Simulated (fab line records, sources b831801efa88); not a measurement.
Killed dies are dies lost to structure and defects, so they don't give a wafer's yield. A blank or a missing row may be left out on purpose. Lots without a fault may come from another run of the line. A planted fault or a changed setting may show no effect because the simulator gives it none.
Which tool did it? | flow sfq_line | 15 lots, 45 wafers sampled, at 4 steps of a route of 325

WHAT THE GAUGES READ, wafer by wafer
SFQ_I7_OVL_MEAS_947.
lot  | measured     | on         | I7_OVL (nm)
L640 | day 74 04:43 | overlay-01 | -2 1 -8
L641 | day 74 06:50 | overlay-01 | 2 13 17
L642 | day 74 12:50 | overlay-01 | -3 -7 -9
L643 | day 74 18:29 | overlay-01 | -1 8 0
L644 | day 77 09:30 | overlay-02 | -1 -3 -6
L646 | day 77 18:20 | overlay-02 | 5 3 1
L648 | day 80 00:32 | overlay-01 | 3 3 2
L649 | day 80 12:25 | overlay-01 | -3 4 -3
L651 | day 81 14:55 | overlay-02 | 12 6 2
L654 | day 85 09:56 | overlay-02 | -3 5 -2
L657 | day 85 18:28 | overlay-01 | -4 0 1
L658 | day 86 00:35 | overlay-01 | -2 -3 -3
L659 | day 86 02:59 | overlay-02 | -2 2 -2
L662 | day 86 09:10 | overlay-01 | 0 0 4
L663 | day 86 10:22 | overlay-01 | -3 -5 6

SFQ_M8_BOW_MEAS_951.
lot  | measured     | on            | M8_BOW (um)
L640 | day 79 04:17 | film_metro-02 | 25 29 19
L641 | day 79 07:59 | film_metro-02 | 3 -14 -3
L642 | day 79 13:54 | film_metro-02 | 1 8 7
L643 | day 79 22:29 | film_metro-02 | -6 4 -16
L644 | day 81 18:41 | film_metro-02 | 9 22 8
L646 | day 82 04:02 | film_metro-04 | -13 -16 -11
L648 | day 83 21:58 | film_metro-02 | 10 32 31
L649 | day 84 10:56 | film_metro-01 | 7 9 3
L651 | day 85 08:41 | film_metro-01 | 7 -3 15
L654 | day 85 16:01 | film_metro-04 | 19 3 1
L657 | day 85 23:21 | film_metro-02 | 3 8 11
L658 | day 86 05:30 | film_metro-01 | 14 8 11
L659 | day 86 07:54 | film_metro-04 | -1 13 -3
L662 | day 86 14:41 | film_metro-04 | 37 23 11
L663 | day 86 15:54 | film_metro-01 | -3 0 3

WHICH TOOL RAN EACH LOT (tool, then ch and the chambers of the sampled wafers, then the start)
lot  | SFQ_TRILAYER_I5_BARC_OPEN_VIA_ETCH_200 | SFQ_TRILAYER_M8_LITHO_DEVELOP_195
L640 | rie_diel-04 ch 0,1,2, day 57 20:47     | litho_track-02 ch 0, day 79 03:01
L641 | rie_diel-02 ch 1,3, day 58 11:11       | litho_track-02 ch 0, day 79 06:38
L642 | rie_diel-02 ch 1,2, day 58 15:59       | litho_track-02 ch 0, day 79 12:38
L643 | rie_diel-02 ch 1,2, day 58 19:35       | litho_track-04 ch 0, day 79 21:02
L644 | rie_diel-02 ch 0,1,3, day 65 11:48     | litho_track-03 ch 0, day 81 17:25
L646 | rie_diel-03 ch 0,2, day 66 09:24       | litho_track-03 ch 0, day 82 02:46
L648 | rie_diel-02 ch 0,2,3, day 68 19:00     | litho_track-04 ch 0, day 83 20:41
L649 | rie_diel-03 ch 0,1,3, day 69 10:36     | litho_track-02 ch 0, day 84 09:40
L651 | rie_diel-02 ch 1,2, day 71 06:54       | litho_track-03 ch 0, day 85 07:23
L654 | rie_diel-04 ch 0,1, day 71 10:30       | litho_track-02 ch 0, day 85 14:44
L657 | rie_diel-02 ch 1,2,3, day 71 18:50     | litho_track-02, day 85 22:05
L658 | rie_diel-02 ch 0,1,3, day 76 23:46     | litho_track-02, day 86 04:13
L659 | rie_diel-04 ch 1,2, day 77 04:34       | litho_track-04, day 86 06:37
L662 | rie_diel-02 ch 1,2,3, day 77 16:34     | litho_track-02 ch 0, day 86 13:25
L663 | rie_diel-04 ch 0,2,3, day 77 17:46     | litho_track-04 ch 0, day 86 14:38
- SFQ_TRILAYER_I5_BARC_OPEN_VIA_ETCH_200: etches BARC in O2, target depth 125 nm, time 41.7 s.
- SFQ_TRILAYER_M8_LITHO_DEVELOP_195: img clear 15 s, time 55 s.

WHAT THE TOOLS THEMSELVES READ (means of the sampled wafers that have a number; where no wafer has one, the mark that the record gives instead)
SFQ_TRILAYER_I5_BARC_OPEN_VIA_ETCH_200.
lot  | tool        | drypump_motor_current_A (A) | oes_product_au (a.u.) | rf_fwd_power_W (W)
L640 | rie_diel-04 | 5.9                         | 0.690                 | 495.1
L641 | rie_diel-02 | 5.9                         | 0.686                 | 495.5
L642 | rie_diel-02 | 5.5                         | 0.684                 | 497.9
L643 | rie_diel-02 | 5.5                         | 0.690                 | 495.9
L644 | rie_diel-02 | 6.0                         | 0.688                 | 494.7
L646 | rie_diel-03 | 6.0                         | 0.689                 | 496.0
L648 | rie_diel-02 | 5.5                         | 0.684                 | 493.5
L649 | rie_diel-03 | 6.2                         | 0.678                 | 494.3
L651 | rie_diel-02 | 5.5                         | 0.685                 | 494.9
L654 | rie_diel-04 | 5.9                         | 0.688                 | 495.2
L657 | rie_diel-02 | 5.7                         | 0.682                 | 496.1
L658 | rie_diel-02 | 6.0                         | 0.683                 | 497.7
L659 | rie_diel-04 | 5.7                         | 0.684                 | 495.0
L662 | rie_diel-02 | 5.7                         | 0.681                 | 496.5
L663 | rie_diel-04 | 6.0                         | 0.683                 | 497.4

SFQ_TRILAYER_M8_LITHO_DEVELOP_195.
lot  | tool           | chill_plate_temp_C (C) | exhaust_pa (Pa)
L640 | litho_track-02 | 23.00                  | 45.3
L641 | litho_track-02 | 22.95                  | 44.8
L642 | litho_track-02 | 22.97                  | 44.4
L643 | litho_track-04 | 22.97                  | 45.9
L644 | litho_track-03 | 22.93                  | 46.0
L646 | litho_track-03 | 22.91                  | 45.9
L648 | litho_track-04 | 23.01                  | 44.1
L649 | litho_track-02 | 22.93                  | 44.6
L651 | litho_track-03 | 22.92                  | 45.6
L654 | litho_track-02 | 23.01                  | 44.0
L657 | litho_track-02 | -                      | -
L658 | litho_track-02 | -                      | -
L659 | litho_track-04 | -                      | -
L662 | litho_track-02 | 22.96                  | 45.3
L663 | litho_track-04 | 22.99                  | 44.8

THE ANSWER, worked out from the rows above alone
Rule: what is usual is taken from the lots themselves. Put in order of their means at a reading, lots are off if they are a third of the lots or fewer, leave a main group of 4 or more, and stand apart from it by a gap of 3 or more times the standard deviation of the main group's means; of several such gaps the widest counts. A main group whose means are all the same, to the digits that the tables above print for the reading, isn't used. A lot without any number at a reading at which 4 lots or more have one is off too. The other lots that the step has rows for count as sound. The gauges are gone through in route order, then the tools' own readings, and for those a lot's mean is taken as printed above. The first step at which some lot is off is used, and at that step the reading that is off furthest; a lot without a number counts as furthest.
Off: L657, L658, L659, at SFQ_TRILAYER_M8_LITHO_DEVELOP_195 (chill_plate_temp_C). Without a number there: L657, L658, L659. The main group: mean 22.96 C, standard deviation 0.034.
A tool fits if, at that step or a process step before it, it ran every lot that is off, and no sound lot after the first of them. None of those tried fits.

WHAT THE SIMULATOR HAD PUT IN
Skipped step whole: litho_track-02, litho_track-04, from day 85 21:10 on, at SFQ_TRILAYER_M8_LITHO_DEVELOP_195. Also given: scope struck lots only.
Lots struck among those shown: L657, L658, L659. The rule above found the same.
